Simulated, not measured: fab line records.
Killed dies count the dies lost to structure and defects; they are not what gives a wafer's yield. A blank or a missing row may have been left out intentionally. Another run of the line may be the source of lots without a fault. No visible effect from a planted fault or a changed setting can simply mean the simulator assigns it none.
8D (eight disciplines) problem report, filled in by code :: flow sky130 :: the parts of the form that need people (team, actions taken, sign-off) are left out

## 1. WHAT IS WRONG
CAPM_TIN_RS at SKY_CAPM_RS_MEAS_03 reads a mean of 5.99 ohm/sq on 2 wafers of 1 lot; wafers without a fault read 6.89 ohm/sq with a standard deviation of 0.063. That puts it -14 standard deviations away from the usual mean.
The step: measures by four-point-probe.
Earliest sighting: wafer L411.1 on film-metro-02 at day 41 03:35. The record has a number at this step for 27 wafers belonging to 9 lots. Rule for "out" (also "out of limits"): further than 4 standard deviations from the usual mean. Any other wafer with a number is counted as sound.

## 2. WHAT IT IS AND WHAT IT IS NOT
question: which readings at this step
is: CAPM_TIN_RS
is not: -

question: which lots
is: L411
is not: L398, L399, L403, L412, L413, L415, L418, L420

question: which wafers of those lots
is: L411.1, L411.3
is not: L411.2

question: read on which gauges
is: film-metro-02
is not: film-metro-03, film-metro-04

question: when
is: from day 41 03:35
is not: up to then (10 sound wafers); but 15 sound wafers of L412, L413, L415, L418, L420 came after

## 3. WHAT RULES OUT EACH SUSPECT
Counting: if a tool at a process step up to the reading ran every lot that is out, it stays a suspect. Sound lots after the first of them don't rule it out here, since some wafers of a struck lot are sound.
- the gauge at SKY_CAPM_RS_MEAS_03: ruled out. All the wafers that are out were read on film-metro-02, but those of them that SKY_CAPM_METAL_ETCH_13 has rows for are out there too, on other tools.
- rie-metal-01 at SKY_METAL1_DESCUM_17 (chemistry O2, time 8 s): kept. L411, the lot that is out, went through it at day 37 19:40; up to then, the latest sound lot through it was L399 at day 34 00:06.
- rie-metal-01 at SKY_METAL1_METAL_ETCH_19 (etches the open film in Cl2/BCl3, stops on SiO2, target depth 360 nm, time 78 s): kept. L411, the lot that is out, went through it at day 37 19:51; up to then, the latest sound lot through it was L399 at day 34 00:11.
- pvd-sputter-01 at SKY_CAPM_SPUTTER_02 (material TiN, target thk 200 nm, time 166.7 s): kept. L411, the lot that is out, went through it at day 41 03:28; up to then, the latest sound lot through it was L403 at day 38 16:40.
The count leaves rie-metal-01 at SKY_METAL1_DESCUM_17, rie-metal-01 at SKY_METAL1_METAL_ETCH_19, and pvd-sputter-01 at SKY_CAPM_SPUTTER_02.

## 4. THE CAUSE (what the simulator had put in)
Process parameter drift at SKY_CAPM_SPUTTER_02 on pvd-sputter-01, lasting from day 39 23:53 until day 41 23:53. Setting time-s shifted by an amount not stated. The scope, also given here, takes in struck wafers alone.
Of the 3 suspects that counting leaves, this tool is one.

## 5. THE EFFECT CHAIN, in route order
Rows list readings where the struck wafers' mean (over those with a number) sits beyond 3 standard deviations from the usual. Readings are gone through only where the record gives a usual standard deviation; hours: the median, over the lots, of the time from a lot's start at the first step in this table giving one to that lot's start at this step; sigmas: the change measured in usual standard deviations.
hours: 0
step: SKY_CAPM_RS_MEAS_03
reading: CAPM_TIN_RS
usual: 6.89 ohm/sq
on struck wafers: 5.99
change: -0.90
sigmas: -14

hours: 0
step: SKY_CAPM_THK_MEAS_04
reading: CAPM_TIN_THK
usual: 202.3 nm
on struck wafers: 233.2
change: +30.8
sigmas: +15

hours: 23
step: SKY_CAPM_METAL_ETCH_13
reading: oes-product-au
usual: 0.942 a.u.
on struck wafers: 0.992
change: +0.050
sigmas: +7.7

hours: 23
step: SKY_CAPM_METAL_ETCH_13
reading: throttle-valve-pct
usual: 21.901 %
on struck wafers: 21.851
change: -0.050
sigmas: -5.2
It contains these process steps:
- SKY_CAPM_METAL_ETCH_13: etches TiN in Cl2/BCl3, stops on SiO2, target depth 220 nm, time 62.9 s.

## 6. WHAT WOULD HAVE CAUGHT IT SOONER
28 hours passed between the start of the fault at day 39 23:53 and the first reading out of limits at a measuring or inspecting step in this record, taken at day 41 03:35.
Tool readings at SKY_CAPM_SPUTTER_02 with a usual standard deviation given in the record: none out on any struck wafer, hence no alarm at a limit of 4 standard deviations on them.
By day 41 03:35 the whole set of lots that are out, 1 in number, had already begun SKY_CAPM_SPUTTER_02 on pvd-sputter-01. None of them would have been spared by holding the tool at that moment.
